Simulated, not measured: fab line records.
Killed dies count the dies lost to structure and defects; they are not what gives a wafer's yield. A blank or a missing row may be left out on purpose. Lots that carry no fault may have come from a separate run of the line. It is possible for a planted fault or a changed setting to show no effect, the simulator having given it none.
Which tool is to blame? :: flow gf180mcu :: 72 wafers from 24 lots sampled at 4 of the route's 602 steps

WHAT EACH GAUGE READ, for each wafer
GF_V3_OVL_MEAS_15. Usual: V3_OVL gives -4 nm (standard deviation 5.2).
lot: L074
measured: day 22 05:21
on: overlay-01
V3_OVL (nm): 1 -5 -2
flag: 

lot: L075
measured: day 22 16:09
on: overlay-02
V3_OVL (nm): -8 -4 -6
flag: 

lot: L076
measured: day 23 01:06
on: overlay-01
V3_OVL (nm): -6 -6 -7
flag: 

lot: L077
measured: day 23 04:20
on: overlay-02
V3_OVL (nm): -3 -9 -4
flag: 

lot: L078
measured: day 23 21:59
on: overlay-02
V3_OVL (nm): -6 -1 -8
flag: 

lot: L079
measured: day 24 03:30
on: overlay-02
V3_OVL (nm): -3 -1 7
flag: 

lot: L080
measured: day 24 14:12
on: overlay-02
V3_OVL (nm): -13 -9 -17
flag: 

lot: L081
measured: day 25 06:46
on: overlay-01
V3_OVL (nm): -2 -7 0
flag: 

lot: L082
measured: day 25 09:16
on: overlay-01
V3_OVL (nm): -2 1 0
flag: 

lot: L083
measured: day 25 17:42
on: overlay-02
V3_OVL (nm): 2 -4 -1
flag: 

lot: L084
measured: day 26 02:54
on: overlay-01
V3_OVL (nm): -2 -8 0
flag: 

lot: L085
measured: day 26 07:58
on: overlay-02
V3_OVL (nm): -3 -7 -3
flag: 

lot: L086
measured: day 26 15:42
on: overlay-02
V3_OVL (nm): -7 -2 -5
flag: 

lot: L087
measured: day 26 19:06
on: overlay-02
V3_OVL (nm): 2 -4 -2
flag: 

lot: L088
measured: day 27 06:00
on: overlay-01
V3_OVL (nm): -9 -6 2
flag: 

lot: L089
measured: day 27 10:15
on: overlay-01
V3_OVL (nm): 1 -1 -9
flag: 

lot: L090
measured: day 27 15:46
on: overlay-02
V3_OVL (nm): 4 8 9
flag: 

lot: L091
measured: day 28 00:28
on: overlay-02
V3_OVL (nm): 9 9 9
flag: 

lot: L092
measured: day 28 03:22
on: overlay-02
V3_OVL (nm): -6 -7 -1
flag: 

lot: L093
measured: day 28 14:41
on: overlay-01
V3_OVL (nm): -2 -3 0
flag: 

lot: L094
measured: day 28 22:03
on: overlay-02
V3_OVL (nm): -14 -10 -9
flag: 

lot: L095
measured: day 29 07:00
on: overlay-02
V3_OVL (nm): -3 8 -5
flag: 

lot: L096
measured: day 29 10:25
on: overlay-01
V3_OVL (nm): -3 -9 -3
flag: 

lot: L097
measured: day 29 13:56
on: overlay-01
V3_OVL (nm): 3 -1 5
flag: 

TOOL THAT RAN EACH LOT (tool first, then ch and the chambers of the sampled wafers, then the start)
lot: L074
GF_V2_ETCH_16: rie_diel-04 ch 0,1,3, day 20 03:11
GF_V2_ETCH_17: rie_diel-04 ch 0,1,3, day 20 03:51 or earlier
GF_V2_SPUTTER_21: pvd_sputter-04, day 20 03:51

lot: L075
GF_V2_ETCH_16: rie_diel-03 ch 0,1,3, day 20 13:50
GF_V2_ETCH_17: rie_diel-03 ch 0,1,3, day 20 14:30 or earlier
GF_V2_SPUTTER_21: pvd_sputter-04, day 20 14:30

lot: L076
GF_V2_ETCH_16: rie_diel-03 ch 0,2,3, day 20 23:36
GF_V2_ETCH_17: rie_diel-03 ch 0,2,3, day 21 00:16 or earlier
GF_V2_SPUTTER_21: pvd_sputter-01, day 21 00:16

lot: L077
GF_V2_ETCH_16: rie_diel-02 ch 0,1,2, day 21 03:29
GF_V2_ETCH_17: rie_diel-02 ch 0,1,2, day 21 04:09 or earlier
GF_V2_SPUTTER_21: pvd_sputter-04, day 21 04:09

lot: L078
GF_V2_ETCH_16: rie_diel-03 ch 2,3, day 21 21:09
GF_V2_ETCH_17: rie_diel-03 ch 2,3, day 21 21:49 or earlier
GF_V2_SPUTTER_21: pvd_sputter-01, day 21 21:49

lot: L079
GF_V2_ETCH_16: rie_diel-04 ch 1,2, day 22 02:29
GF_V2_ETCH_17: rie_diel-04 ch 1,2, day 22 03:08 or earlier
GF_V2_SPUTTER_21: pvd_sputter-04, day 22 03:08

lot: L080
GF_V2_ETCH_16: rie_diel-03 ch 0,1,2, day 22 14:06
GF_V2_ETCH_17: rie_diel-03 ch 0,1,2, day 22 14:49 or earlier
GF_V2_SPUTTER_21: pvd_sputter-02, day 22 14:49

lot: L081
GF_V2_ETCH_16: rie_diel-03 ch 1,3, day 23 07:35
GF_V2_ETCH_17: rie_diel-03 ch 1,3, day 23 08:14 or earlier
GF_V2_SPUTTER_21: pvd_sputter-02, day 23 08:14

lot: L082
GF_V2_ETCH_16: rie_diel-04 ch 0,1, day 23 10:23
GF_V2_ETCH_17: rie_diel-04 ch 0,1, day 23 11:03 or earlier
GF_V2_SPUTTER_21: pvd_sputter-04, day 23 11:03

lot: L083
GF_V2_ETCH_16: rie_diel-02 ch 0,1,3, day 23 19:20
GF_V2_ETCH_17: rie_diel-02 ch 0,1,3, day 23 20:02 or earlier
GF_V2_SPUTTER_21: pvd_sputter-02, day 23 20:02

lot: L084
GF_V2_ETCH_16: rie_diel-02 ch 1,3, day 24 04:41
GF_V2_ETCH_17: rie_diel-02 ch 1,3, day 24 05:21 or earlier
GF_V2_SPUTTER_21: pvd_sputter-01, day 24 05:21

lot: L085
GF_V2_ETCH_16: rie_diel-02 ch 2,3, day 24 10:33
GF_V2_ETCH_17: rie_diel-02 ch 2,3, day 24 11:14 or earlier
GF_V2_SPUTTER_21: pvd_sputter-01, day 24 11:14

lot: L086
GF_V2_ETCH_16: rie_diel-03 ch 0,1,3, day 24 17:12
GF_V2_ETCH_17: rie_diel-03 ch 0,1,3, day 24 17:57 or earlier
GF_V2_SPUTTER_21: pvd_sputter-04, day 24 17:57

lot: L087
GF_V2_ETCH_16: rie_diel-03 ch 1,3, day 24 22:23
GF_V2_ETCH_17: rie_diel-03 ch 1,3, day 24 23:03 or earlier
GF_V2_SPUTTER_21: pvd_sputter-04, day 24 23:03

lot: L088
GF_V2_ETCH_16: rie_diel-04 ch 0,3, day 25 09:38
GF_V2_ETCH_17: rie_diel-04 ch 0,3, day 25 10:22 or earlier
GF_V2_SPUTTER_21: pvd_sputter-01, day 25 10:22

lot: L089
GF_V2_ETCH_16: rie_diel-02 ch 0,1, day 25 13:35
GF_V2_ETCH_17: rie_diel-02 ch 0,1, day 25 14:17 or earlier
GF_V2_SPUTTER_21: pvd_sputter-02, day 25 14:17

lot: L090
GF_V2_ETCH_16: rie_diel-03 ch 0,1,2, day 25 20:47
GF_V2_ETCH_17: rie_diel-03 ch 0,1,2, day 25 21:26 or earlier
GF_V2_SPUTTER_21: pvd_sputter-04, day 25 21:26

lot: L091
GF_V2_ETCH_16: rie_diel-04 ch 1,2, day 26 03:56
GF_V2_ETCH_17: rie_diel-04 ch 1,2, day 26 04:40 or earlier
GF_V2_SPUTTER_21: pvd_sputter-04, day 26 04:40

lot: L092
GF_V2_ETCH_16: rie_diel-02 ch 1,2, day 26 08:32
GF_V2_ETCH_17: rie_diel-02 ch 1,2, day 26 09:13 or earlier
GF_V2_SPUTTER_21: pvd_sputter-02, day 26 09:13

lot: L093
GF_V2_ETCH_16: rie_diel-04 ch 1,2, day 26 19:53
GF_V2_ETCH_17: rie_diel-04 ch 1,2, day 26 20:32 or earlier
GF_V2_SPUTTER_21: pvd_sputter-04, day 26 20:32

lot: L094
GF_V2_ETCH_16: rie_diel-03 ch 0,1,3, day 27 05:05
GF_V2_ETCH_17: rie_diel-03 ch 0,1,3, day 27 05:47 or earlier
GF_V2_SPUTTER_21: pvd_sputter-02, day 27 05:47

lot: L095
GF_V2_ETCH_16: rie_diel-02 ch 2,3, day 27 10:53
GF_V2_ETCH_17: rie_diel-02 ch 2,3, day 27 11:35 or earlier
GF_V2_SPUTTER_21: pvd_sputter-02, day 27 11:35

lot: L096
GF_V2_ETCH_16: rie_diel-03 ch 0,2,3, day 27 15:08
GF_V2_ETCH_17: rie_diel-03 ch 0,2,3, day 27 15:49 or earlier
GF_V2_SPUTTER_21: pvd_sputter-02, day 27 15:49

lot: L097
GF_V2_ETCH_16: rie_diel-03 ch 0,1,2, day 27 20:50
GF_V2_ETCH_17: rie_diel-03 ch 0,1,2, day 27 21:32 or earlier
GF_V2_SPUTTER_21: pvd_sputter-02, day 27 21:32
- GF_V2_ETCH_16: etches BARC in N2/H2.
- GF_V2_ETCH_17: etches SiO2 in C4F8/O2/Ar, stops on TiN, target depth 630 nm.
- GF_V2_SPUTTER_21: material Ti, target thk 15 nm, time 80.02 s.

AS READ BY THE TOOLS THEMSELVES (means over the sampled wafers that have a number; for cases with no such wafer, the mark the record gives instead)
GF_V2_ETCH_16. Usual: chamber_pressure_mTorr 30.000 mTorr, standard deviation 0.026; drypump_motor_current_A 6.0 A, standard deviation 0.36; oes_product_au 0.855 a.u., standard deviation 0.0047; throttle_valve_pct 13.226 %, standard deviation 0.0091.
lot: L074
tool: rie_diel-04
chamber_pressure_mTorr (mTorr): 30.010
drypump_motor_current_A (A): 6.1
oes_product_au (a.u.): 0.851
throttle_valve_pct (%): 13.226
flag: 

lot: L075
tool: rie_diel-03
chamber_pressure_mTorr (mTorr): 30.013
drypump_motor_current_A (A): 6.0
oes_product_au (a.u.): 0.854
throttle_valve_pct (%): 13.223
flag: 

lot: L076
tool: rie_diel-03
chamber_pressure_mTorr (mTorr): 30.021
drypump_motor_current_A (A): 6.2
oes_product_au (a.u.): 0.854
throttle_valve_pct (%): 13.224
flag: 

lot: L077
tool: rie_diel-02
chamber_pressure_mTorr (mTorr): 29.991
drypump_motor_current_A (A): 5.9
oes_product_au (a.u.): 0.855
throttle_valve_pct (%): 13.224
flag: 

lot: L078
tool: rie_diel-03
chamber_pressure_mTorr (mTorr): 30.024
drypump_motor_current_A (A): 6.1
oes_product_au (a.u.): 0.854
throttle_valve_pct (%): 13.225
flag: 

lot: L079
tool: rie_diel-04
chamber_pressure_mTorr (mTorr): 29.989
drypump_motor_current_A (A): 5.6
oes_product_au (a.u.): 0.858
throttle_valve_pct (%): 13.231
flag: 

lot: L080
tool: rie_diel-03
chamber_pressure_mTorr (mTorr): 30.018
drypump_motor_current_A (A): 5.9
oes_product_au (a.u.): 0.851
throttle_valve_pct (%): 13.227
flag: 

lot: L081
tool: rie_diel-03
chamber_pressure_mTorr (mTorr): 29.980
drypump_motor_current_A (A): 5.9
oes_product_au (a.u.): 0.851
throttle_valve_pct (%): 13.233
flag: 

lot: L082
tool: rie_diel-04
chamber_pressure_mTorr (mTorr): 29.999
drypump_motor_current_A (A): 6.2
oes_product_au (a.u.): 0.856
throttle_valve_pct (%): 13.222
flag: 

lot: L083
tool: rie_diel-02
chamber_pressure_mTorr (mTorr): 30.002
drypump_motor_current_A (A): 6.0
oes_product_au (a.u.): 0.857
throttle_valve_pct (%): 13.239
flag: 

lot: L084
tool: rie_diel-02
chamber_pressure_mTorr (mTorr): 29.974
drypump_motor_current_A (A): 6.4
oes_product_au (a.u.): 0.858
throttle_valve_pct (%): 13.225
flag: 

lot: L085
tool: rie_diel-02
chamber_pressure_mTorr (mTorr): 29.990
drypump_motor_current_A (A): 6.6
oes_product_au (a.u.): 0.859
throttle_valve_pct (%): 13.227
flag: 

lot: L086
tool: rie_diel-03
chamber_pressure_mTorr (mTorr): 29.985
drypump_motor_current_A (A): 6.1
oes_product_au (a.u.): 0.853
throttle_valve_pct (%): 13.224
flag: 

lot: L087
tool: rie_diel-03
chamber_pressure_mTorr (mTorr): 29.992
drypump_motor_current_A (A): 5.9
oes_product_au (a.u.): 0.856
throttle_valve_pct (%): 13.229
flag: 

lot: L088
tool: rie_diel-04
chamber_pressure_mTorr (mTorr): 29.992
drypump_motor_current_A (A): 6.2
oes_product_au (a.u.): 0.848
throttle_valve_pct (%): 13.222
flag: 

lot: L089
tool: rie_diel-02
chamber_pressure_mTorr (mTorr): 30.022
drypump_motor_current_A (A): 5.7
oes_product_au (a.u.): 0.858
throttle_valve_pct (%): 13.231
flag: 

lot: L090
tool: rie_diel-03
chamber_pressure_mTorr (mTorr): 29.997
drypump_motor_current_A (A): 5.9
oes_product_au (a.u.): 0.855
throttle_valve_pct (%): 13.228
flag: 

lot: L091
tool: rie_diel-04
chamber_pressure_mTorr (mTorr): 30.018
drypump_motor_current_A (A): 5.8
oes_product_au (a.u.): 0.855
throttle_valve_pct (%): 13.225
flag: 

lot: L092
tool: rie_diel-02
chamber_pressure_mTorr (mTorr): 30.007
drypump_motor_current_A (A): 6.1
oes_product_au (a.u.): 0.856
throttle_valve_pct (%): 13.224
flag: 

lot: L093
tool: rie_diel-04
chamber_pressure_mTorr (mTorr): 29.994
drypump_motor_current_A (A): 5.8
oes_product_au (a.u.): 0.859
throttle_valve_pct (%): 13.223
flag: 

lot: L094
tool: rie_diel-03
chamber_pressure_mTorr (mTorr): 30.007
drypump_motor_current_A (A): 6.1
oes_product_au (a.u.): 0.852
throttle_valve_pct (%): 13.226
flag: 

lot: L095
tool: rie_diel-02
chamber_pressure_mTorr (mTorr): 29.976
drypump_motor_current_A (A): 6.6
oes_product_au (a.u.): 0.857
throttle_valve_pct (%): 13.223
flag: 

lot: L096
tool: rie_diel-03
chamber_pressure_mTorr (mTorr): 29.972
drypump_motor_current_A (A): 6.2
oes_product_au (a.u.): 0.860
throttle_valve_pct (%): 13.228
flag: 

lot: L097
tool: rie_diel-03
chamber_pressure_mTorr (mTorr): 30.023
drypump_motor_current_A (A): 5.9
oes_product_au (a.u.): 0.856
throttle_valve_pct (%): 13.227
flag: 

GF_V2_ETCH_17. Usual: chamber_pressure_mTorr 40.00 mTorr, standard deviation 0.036; oes_product_au 0.855 a.u., standard deviation 0.0048.
lot: L074
tool: rie_diel-04
chamber_pressure_mTorr (mTorr): 40.01
oes_product_au (a.u.): 0.852
flag: 

lot: L075
tool: rie_diel-03
chamber_pressure_mTorr (mTorr): 40.00
oes_product_au (a.u.): 0.856
flag: 

lot: L076
tool: rie_diel-03
chamber_pressure_mTorr (mTorr): 40.00
oes_product_au (a.u.): 0.852
flag: 

lot: L077
tool: rie_diel-02
chamber_pressure_mTorr (mTorr): 40.03
oes_product_au (a.u.): 0.861
flag: 

lot: L078
tool: rie_diel-03
chamber_pressure_mTorr (mTorr): 39.98
oes_product_au (a.u.): 0.860
flag: 

lot: L079
tool: rie_diel-04
chamber_pressure_mTorr (mTorr): 39.99
oes_product_au (a.u.): 0.855
flag: 

lot: L080
tool: rie_diel-03
chamber_pressure_mTorr (mTorr): 39.99
oes_product_au (a.u.): 0.856
flag: 

lot: L081
tool: rie_diel-03
chamber_pressure_mTorr (mTorr): 40.04
oes_product_au (a.u.): 0.850
flag: 

lot: L082
tool: rie_diel-04
chamber_pressure_mTorr (mTorr): 40.01
oes_product_au (a.u.): 0.855
flag: 

lot: L083
tool: rie_diel-02
chamber_pressure_mTorr (mTorr): 40.00
oes_product_au (a.u.): 0.851
flag: 

lot: L084
tool: rie_diel-02
chamber_pressure_mTorr (mTorr): 39.98
oes_product_au (a.u.): 0.855
flag: 

lot: L085
tool: rie_diel-02
chamber_pressure_mTorr (mTorr): 40.01
oes_product_au (a.u.): 0.854
flag: 

lot: L086
tool: rie_diel-03
chamber_pressure_mTorr (mTorr): 39.99
oes_product_au (a.u.): 0.857
flag: 

lot: L087
tool: rie_diel-03
chamber_pressure_mTorr (mTorr): 39.99
oes_product_au (a.u.): 0.858
flag: 

lot: L088
tool: rie_diel-04
chamber_pressure_mTorr (mTorr): 40.02
oes_product_au (a.u.): 0.857
flag: 

lot: L089
tool: rie_diel-02
chamber_pressure_mTorr (mTorr): 39.97
oes_product_au (a.u.): 0.856
flag: 

lot: L090
tool: rie_diel-03
chamber_pressure_mTorr (mTorr): 40.04
oes_product_au (a.u.): 0.852
flag: 

lot: L091
tool: rie_diel-04
chamber_pressure_mTorr (mTorr): 39.98
oes_product_au (a.u.): 0.853
flag: 

lot: L092
tool: rie_diel-02
chamber_pressure_mTorr (mTorr): 40.00
oes_product_au (a.u.): 0.853
flag: 

lot: L093
tool: rie_diel-04
chamber_pressure_mTorr (mTorr): 40.04
oes_product_au (a.u.): 0.854
flag: 

lot: L094
tool: rie_diel-03
chamber_pressure_mTorr (mTorr): 40.01
oes_product_au (a.u.): 0.857
flag: 

lot: L095
tool: rie_diel-02
chamber_pressure_mTorr (mTorr): 39.99
oes_product_au (a.u.): 0.854
flag: 

lot: L096
tool: rie_diel-03
chamber_pressure_mTorr (mTorr): 39.98
oes_product_au (a.u.): 0.861
flag: 

lot: L097
tool: rie_diel-03
chamber_pressure_mTorr (mTorr): 39.99
oes_product_au (a.u.): 0.858
flag: 

GF_V2_SPUTTER_21. Usual: 30.6 % for throttle_valve_pct, sd 0.97.
lot: L074
tool: pvd_sputter-04
throttle_valve_pct (%): 31.2
flag: 

lot: L075
tool: pvd_sputter-04
throttle_valve_pct (%): 30.6
flag: 

lot: L076
tool: pvd_sputter-01
throttle_valve_pct (%): 30.0
flag: 

lot: L077
tool: pvd_sputter-04
throttle_valve_pct (%): 30.5
flag: 

lot: L078
tool: pvd_sputter-01
throttle_valve_pct (%): 30.3
flag: 

lot: L079
tool: pvd_sputter-04
throttle_valve_pct (%): 30.4
flag: 

lot: L080
tool: pvd_sputter-02
throttle_valve_pct (%): 31.7
flag: 

lot: L081
tool: pvd_sputter-02
throttle_valve_pct (%): 31.0
flag: 

lot: L082
tool: pvd_sputter-04
throttle_valve_pct (%): 30.3
flag: 

lot: L083
tool: pvd_sputter-02
throttle_valve_pct (%): 30.9
flag: 

lot: L084
tool: pvd_sputter-01
throttle_valve_pct (%): 29.8
flag: 

lot: L085
tool: pvd_sputter-01
throttle_valve_pct (%): 30.1
flag: 

lot: L086
tool: pvd_sputter-04
throttle_valve_pct (%): 30.6
flag: 

lot: L087
tool: pvd_sputter-04
throttle_valve_pct (%): 31.2
flag: 

lot: L088
tool: pvd_sputter-01
throttle_valve_pct (%): 30.0
flag: 

lot: L089
tool: pvd_sputter-02
throttle_valve_pct (%): 30.9
flag: 

lot: L090
tool: pvd_sputter-04
throttle_valve_pct (%): 30.6
flag: 

lot: L091
tool: pvd_sputter-04
throttle_valve_pct (%): 30.9
flag: 

lot: L092
tool: pvd_sputter-02
throttle_valve_pct (%): 30.7
flag: 

lot: L093
tool: pvd_sputter-04
throttle_valve_pct (%): 30.0
flag: 

lot: L094
tool: pvd_sputter-02
throttle_valve_pct (%): 31.3
flag: 

lot: L095
tool: pvd_sputter-02
throttle_valve_pct (%): 30.9
flag: 

lot: L096
tool: pvd_sputter-02
throttle_valve_pct (%): 32.2
flag: 

lot: L097
tool: pvd_sputter-02
throttle_valve_pct (%): 31.8
flag: 

THE ANSWER, worked out from the rows above alone
Rule: a lot counts as off when the mean over its wafers that have a number is more than 3 standard deviations away from the usual mean. A lot without any number at a reading at which 4 lots or more have one is off too. All remaining lots with rows at the step are treated as sound. First the gauges in route order, then the tools' own readings, where a lot's mean is used as printed above. At the first step where some lot is off, the reading lying furthest off is the one used; lots without a number count as furthest.
No lot is off on any of the readings shown, so nothing can be concluded from this.

WHAT THE SIMULATOR HAD PUT IN
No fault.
